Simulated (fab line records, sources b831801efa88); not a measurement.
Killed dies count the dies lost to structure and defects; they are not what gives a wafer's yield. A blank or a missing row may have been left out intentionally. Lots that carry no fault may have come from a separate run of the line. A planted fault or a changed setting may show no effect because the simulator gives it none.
Which tool was responsible? -- flow sky130 -- 36 wafers from 12 lots sampled at 4 of the route's 708 steps

== WHAT THE GAUGES READ, wafer by wafer ==
SKY_PASSIVATION_THK_MEAS_01.
lot,measured,on,PASSIVATION_CVD_00_THK (nm)
L441,day 44 03:22,film_metro-02,88.2 88.4 90.2
L442,day 44 17:41,film_metro-01,90.5 90.8 91.1
L443,day 44 21:34,film_metro-02,88.6 90.6 89.9
L444,day 45 03:17,film_metro-04,89.7 91.3 90.9
L445,day 45 05:38,film_metro-01,89.6 90.7 90.8
L449,day 46 07:10,film_metro-04,88.2 90.0 90.2
L450,day 46 23:16,film_metro-02,88.9 87.5 88.7
L452,day 47 06:03,film_metro-01,90.1 89.6 91.3
L456,day 48 08:26,film_metro-04,90.1 88.0 89.7
L457,day 48 23:19,film_metro-02,90.4 89.7 90.1
L459,day 49 01:02,film_metro-01,88.0 87.3 90.1
L460,day 49 01:16,film_metro-04,89.1 91.1 90.8

== WHICH TOOL RAN EACH LOT (tool, then ch and the chambers of the sampled wafers, then the start) ==
lot,SKY_CAP2M_STRIP_14,SKY_METAL4_STRIP_19,SKY_METAL5_SPUTTER_03
L441,"plasma_asher-03 ch 1, day 41 01:34","plasma_asher-01 ch 0,1, day 42 02:19","pvd_sputter-04, day 43 04:15"
L442,"plasma_asher-04 ch 0,1, day 41 17:44","plasma_asher-01 ch 0,1, day 42 17:19","pvd_sputter-01, day 43 19:02"
L443,"plasma_asher-04 ch 0,1, day 41 21:56","plasma_asher-02 ch 0,1, day 42 22:11","pvd_sputter-03, day 43 23:21"
L444,"plasma_asher-04 ch 0,1, day 42 02:18","plasma_asher-01 ch 0,1, day 43 03:17","pvd_sputter-03, day 44 04:03"
L445,"plasma_asher-02 ch 0,1, day 42 07:35","plasma_asher-01 ch 0,1, day 43 06:58","pvd_sputter-01, day 44 06:55"
L449,"plasma_asher-04 ch 0,1, day 43 09:21","plasma_asher-01 ch 0,1, day 44 08:46","pvd_sputter-01, day 45 10:05"
L450,"plasma_asher-02 ch 0,1, day 44 02:45","plasma_asher-02 ch 0,1, day 45 02:00","pvd_sputter-03, day 46 01:32"
L452,"plasma_asher-04 ch 0,1, day 44 10:07","plasma_asher-04 ch 0,1, day 45 08:46","pvd_sputter-01, day 46 09:02"
L456,"plasma_asher-02 ch 0, day 45 16:54","plasma_asher-04 ch 1, day 46 14:03","pvd_sputter-03, day 47 12:28"
L457,"plasma_asher-02 ch 0,1, day 46 08:30","plasma_asher-01 ch 0,1, day 47 06:20","pvd_sputter-01, day 48 03:43"
L459,"plasma_asher-02 ch 0,1, day 46 09:30","plasma_asher-04 ch 0,1, day 47 07:21","pvd_sputter-04, day 48 04:55"
L460,"plasma_asher-02 ch 0,1, day 46 10:15","plasma_asher-02 ch 0,1, day 47 07:44","pvd_sputter-04, day 48 05:37"
- SKY_CAP2M_STRIP_14: strips in O2/N2.
- SKY_METAL4_STRIP_19: strips in O2/N2.
- SKY_METAL5_SPUTTER_03: material Ti, target thk 5 nm, time 3.3 s.

== WHAT THE TOOLS THEMSELVES READ (means of the sampled wafers that have a number; where no wafer has one, the mark that the record gives instead) ==
SKY_CAP2M_STRIP_14.
lot,tool,drypump_motor_current_A (A),oes_product_au (a.u.),strip_time_to_endpoint_s (s)
L441,plasma_asher-03,5.8,0.710,12.64
L442,plasma_asher-04,5.1,0.713,12.66
L443,plasma_asher-04,5.1,0.714,12.67
L444,plasma_asher-04,5.1,0.713,12.66
L445,plasma_asher-02,6.4,0.706,12.67
L449,plasma_asher-04,5.1,0.711,12.59
L450,plasma_asher-02,6.3,0.712,12.65
L452,plasma_asher-04,5.1,0.709,12.59
L456,plasma_asher-02,6.4,0.712,12.70
L457,plasma_asher-02,6.3,0.709,12.69
L459,plasma_asher-02,6.4,0.708,12.65
L460,plasma_asher-02,6.3,0.707,12.60

SKY_METAL4_STRIP_19.
lot,tool,drypump_motor_current_A (A),oes_product_au (a.u.),strip_time_to_endpoint_s (s)
L441,plasma_asher-01,5.6,0.509,6.67
L442,plasma_asher-01,5.6,0.503,6.53
L443,plasma_asher-02,6.4,0.499,6.57
L444,plasma_asher-01,5.6,0.503,6.53
L445,plasma_asher-01,5.9,0.504,6.64
L449,plasma_asher-01,5.6,0.503,6.58
L450,plasma_asher-02,6.4,0.503,6.53
L452,plasma_asher-04,5.1,0.499,6.50
L456,plasma_asher-04,5.1,0.501,6.46
L457,plasma_asher-01,5.9,0.503,6.49
L459,plasma_asher-04,5.1,0.503,6.62
L460,plasma_asher-02,6.4,0.508,6.66

SKY_METAL5_SPUTTER_03.
lot,tool,throttle_valve_pct (%)
L441,pvd_sputter-04,31.7
L442,pvd_sputter-01,30.0
L443,pvd_sputter-03,30.9
L444,pvd_sputter-03,29.9
L445,pvd_sputter-01,29.9
L449,pvd_sputter-01,29.8
L450,pvd_sputter-03,30.0
L452,pvd_sputter-01,29.7
L456,pvd_sputter-03,30.4
L457,pvd_sputter-01,29.4
L459,pvd_sputter-04,31.9
L460,pvd_sputter-04,31.7

== THE ANSWER, worked out from the rows above alone ==
Rule: the lots themselves supply what counts as usual. The widest of any qualifying gaps counts: lots, ordered by their means at a reading, are off when they make up no more than a third of the lots, leave a main group of 4 or more, and stand apart from it by 3 or more times the standard deviation of that group's means. If all means in a main group match to the digits the tables above print for the reading, that group is not used. Also off: a lot with no number at a reading for which 4 or more lots have one. Where the step has rows for the other lots, those lots are counted as sound. First the gauges in route order, then the tools' own readings, where a lot's mean is used as printed above. The first step at which some lot is off is used, and at that step the reading that is off furthest; a lot without a number counts as furthest.
Across all readings shown, no lot is off: no conclusion can be drawn from this.

== WHAT THE SIMULATOR PUT IN ==
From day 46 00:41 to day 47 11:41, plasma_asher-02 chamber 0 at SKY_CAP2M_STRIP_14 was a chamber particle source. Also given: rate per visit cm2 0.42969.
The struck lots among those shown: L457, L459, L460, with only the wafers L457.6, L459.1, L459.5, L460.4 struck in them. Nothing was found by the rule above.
